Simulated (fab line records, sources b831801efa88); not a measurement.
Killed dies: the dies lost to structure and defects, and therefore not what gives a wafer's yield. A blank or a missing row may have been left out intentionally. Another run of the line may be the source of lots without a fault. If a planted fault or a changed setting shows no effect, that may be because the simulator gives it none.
Which tool was responsible? + flow gf180mcu + 11 lots with 33 wafers sampled at 4 steps, on a route of 602 steps

== WHAT EACH GAUGE READ, for each wafer ==
GF_V3_OVL_MEAS_15.
| lot  | measured     | on         | V3_OVL (nm) |
|------|--------------|------------|-------------|
| L732 | day 22 18:10 | overlay-01 | 9 1 9       |
| L733 | day 23 03:34 | overlay-01 | 8 11 8      |
| L734 | day 23 11:31 | overlay-01 | 4 4 2       |
| L736 | day 24 04:52 | overlay-01 | -1 4 6      |
| L742 | day 26 00:43 | overlay-01 | -12 -6 -4   |
| L743 | day 26 04:43 | overlay-02 | -5 -6 -3    |
| L744 | day 26 14:06 | overlay-01 | 13 14 3     |
| L746 | day 27 06:34 | overlay-02 | 8 6 3       |
| L748 | day 27 23:25 | overlay-01 | 0 1 -1      |
| L754 | day 29 21:48 | overlay-02 | 3 4 9       |
| L755 | day 29 23:46 | overlay-01 | -4 -8 -5    |

== EACH LOT AND THE TOOL THAT RAN IT (in order: tool; ch and the chambers of the sampled wafers; start) ==
| lot  | GF_M2_METAL_ETCH_16              | GF_M2_STRIP_17                      | GF_V3_CVD_02                    |
|------|----------------------------------|-------------------------------------|---------------------------------|
| L732 | rieMetal-02 ch 0,1, day 19 13:05 | plasmaAsher-04 ch 0,1, day 19 13:13 | pecvd-01 ch 0,2, day 21 17:57   |
| L733 | rieMetal-03 ch 0,1, day 19 21:28 | plasmaAsher-02 ch 0,1, day 19 21:35 | pecvd-02 ch 0,2, day 22 03:08   |
| L734 | rieMetal-02 ch 0,1, day 20 07:20 | plasmaAsher-04 ch 0,1, day 20 07:28 | pecvd-01 ch 0,1,2, day 22 11:56 |
| L736 | rieMetal-01 ch 0,1, day 21 03:05 | plasmaAsher-01 ch 0,1, day 21 03:12 | pecvd-03 ch 0,2, day 23 05:39   |
| L742 | rieMetal-03 ch 0,1, day 23 02:29 | plasmaAsher-02 ch 0,1, day 23 02:37 | pecvd-02 ch 0,1,2, day 25 02:54 |
| L743 | rieMetal-03 ch 0,1, day 23 06:51 | plasmaAsher-02 ch 0,1, day 23 06:59 | pecvd-01 ch 1,2, day 25 06:31   |
| L744 | rieMetal-03 ch 0,1, day 23 16:49 | plasmaAsher-02 ch 0,1, day 23 16:56 | pecvd-02 ch 0,1, day 25 16:21   |
| L746 | rieMetal-02 ch 0,1, day 24 10:14 | plasmaAsher-01 ch 0,1, day 24 10:22 | pecvd-03 ch 0,2, day 26 09:17   |
| L748 | rieMetal-03 ch 0,1, day 25 04:23 | plasmaAsher-04 ch 0,1, day 25 04:31 | pecvd-02 ch 0,1,2, day 27 03:16 |
| L754 | rieMetal-01 ch 0,1, day 27 05:50 | plasmaAsher-01 ch 0,1, day 27 05:58 | pecvd-01 ch 0,1, day 29 01:41   |
| L755 | rieMetal-01 ch 0,1, day 27 07:46 | plasmaAsher-02 ch 0,1, day 27 07:53 | pecvd-03 ch 1,2, day 29 03:37   |
- GF_M2_METAL_ETCH_16: etches the open film in Cl2/BCl3, stops on SiO2, target depth 750.8 nm, time 125.1 s.
- GF_M2_STRIP_17: strips in O2/N2.
- GF_V3_CVD_02: deposits SiO2 from TEOS, target thk 850 nm, time 94.851 s.

== WHAT THE TOOLS THEMSELVES READ (means of the sampled wafers that have a number; where no wafer has one, the mark that the record gives instead) ==
GF_M2_METAL_ETCH_16.
| lot  | tool        | biasW (W) | drypumpMotorCurrentA (A) | oesProductAu (a.u.) | throttleValvePct (%) |
|------|-------------|-----------|--------------------------|---------------------|----------------------|
| L732 | rieMetal-02 | 139.9     | 6.0                      | 0.991               | 28.225               |
| L733 | rieMetal-03 | 139.9     | 6.2                      | 0.992               | 28.235               |
| L734 | rieMetal-02 | 140.2     | 5.9                      | 0.992               | 28.225               |
| L736 | rieMetal-01 | 139.7     | 6.2                      | 0.982               | 28.232               |
| L742 | rieMetal-03 | 140.4     | 5.8                      | 0.991               | 28.223               |
| L743 | rieMetal-03 | 140.3     | 6.2                      | 0.990               | 28.230               |
| L744 | rieMetal-03 | 186.9     | 5.8                      | 0.998               | 28.212               |
| L746 | rieMetal-02 | 140.1     | 5.9                      | 0.983               | 28.227               |
| L748 | rieMetal-03 | 163.3     | 6.2                      | 0.995               | 28.232               |
| L754 | rieMetal-01 | 140.0     | 6.3                      | 0.988               | 28.234               |
| L755 | rieMetal-01 | 139.4     | 6.2                      | 0.991               | 28.219               |

GF_M2_STRIP_17.
| lot  | tool           | drypumpMotorCurrentA (A) | heaterPowerW (W) | oesProductAu (a.u.) | stripTimeToEndpointS (s) |
|------|----------------|--------------------------|------------------|---------------------|--------------------------|
| L732 | plasmaAsher-04 | 5.4                      | 308              | 0.534               | 7.36                     |
| L733 | plasmaAsher-02 | 5.6                      | 341              | 0.532               | 7.41                     |
| L734 | plasmaAsher-04 | 5.4                      | 305              | 0.538               | 7.39                     |
| L736 | plasmaAsher-01 | 6.3                      | 338              | 0.542               | 7.46                     |
| L742 | plasmaAsher-02 | 5.6                      | 362              | 0.540               | 7.44                     |
| L743 | plasmaAsher-02 | 5.5                      | 366              | 0.533               | 7.33                     |
| L744 | plasmaAsher-02 | 5.6                      | 363              | 0.524               | 7.10                     |
| L746 | plasmaAsher-01 | 6.0                      | 327              | 0.537               | 7.42                     |
| L748 | plasmaAsher-04 | 5.6                      | 291              | 0.532               | 7.19                     |
| L754 | plasmaAsher-01 | 6.3                      | 342              | 0.535               | 7.36                     |
| L755 | plasmaAsher-02 | 5.6                      | 341              | 0.544               | 7.45                     |

GF_V3_CVD_02.
| lot  | tool     | heaterPowerW (W) | susceptorTempC (C) |
|------|----------|------------------|--------------------|
| L732 | pecvd-01 | 719              | 400.11             |
| L733 | pecvd-02 | 567              | 400.16             |
| L734 | pecvd-01 | 732              | 400.02             |
| L736 | pecvd-03 | 508              | 400.30             |
| L742 | pecvd-02 | 629              | 400.01             |
| L743 | pecvd-01 | 714              | 400.18             |
| L744 | pecvd-02 | 679              | 399.93             |
| L746 | pecvd-03 | 582              | 400.06             |
| L748 | pecvd-02 | 612              | 400.11             |
| L754 | pecvd-01 | 639              | 399.85             |
| L755 | pecvd-03 | 570              | 400.09             |

== THE ANSWER, worked out from the rows above alone ==
Rule: the lots themselves supply what counts as usual. The widest of any qualifying gaps counts: lots, ordered by their means at a reading, are off when they make up no more than a third of the lots, leave a main group of 4 or more, and stand apart from it by 3 or more times the standard deviation of that group's means. If all means in a main group match to the digits the tables above print for the reading, that group is not used. Also off: a lot with no number at a reading for which 4 or more lots have one. Any other lot the step has rows for is counted as sound. The gauges are gone through in route order, then the tools' own readings, and for those a lot's mean is taken as printed above. The first step at which some lot is off is used, and at that step the reading that is off furthest; a lot without a number counts as furthest.
Off at GF_M2_METAL_ETCH_16 (biasW): L744, L748. Mean 140.0 W and standard deviation 0.29 in the main group.
A tool fits if, at that step or a process step before it, it ran every lot that is off, and no sound lot after the first of them. One candidate fits, namely rieMetal-03 at GF_M2_METAL_ETCH_16. A fault onset in the window from L743 (day 23 06:51, its last sound lot) to L744 (day 23 16:49, its first lot off) fits.
On the lots that are off, the tool's own readings at GF_M2_METAL_ETCH_16 differ by more than 5 times the standard deviation of the sound lots' means, which bears it out; biasW reads 175.1 W there versus 140.0 W on the sound lots.

== WHAT WAS PUT IN BY THE SIMULATOR ==
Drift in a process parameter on rieMetal-03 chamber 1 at GF_M2_METAL_ETCH_16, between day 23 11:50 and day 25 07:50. From 140, the setting biasW moved by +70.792. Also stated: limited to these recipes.
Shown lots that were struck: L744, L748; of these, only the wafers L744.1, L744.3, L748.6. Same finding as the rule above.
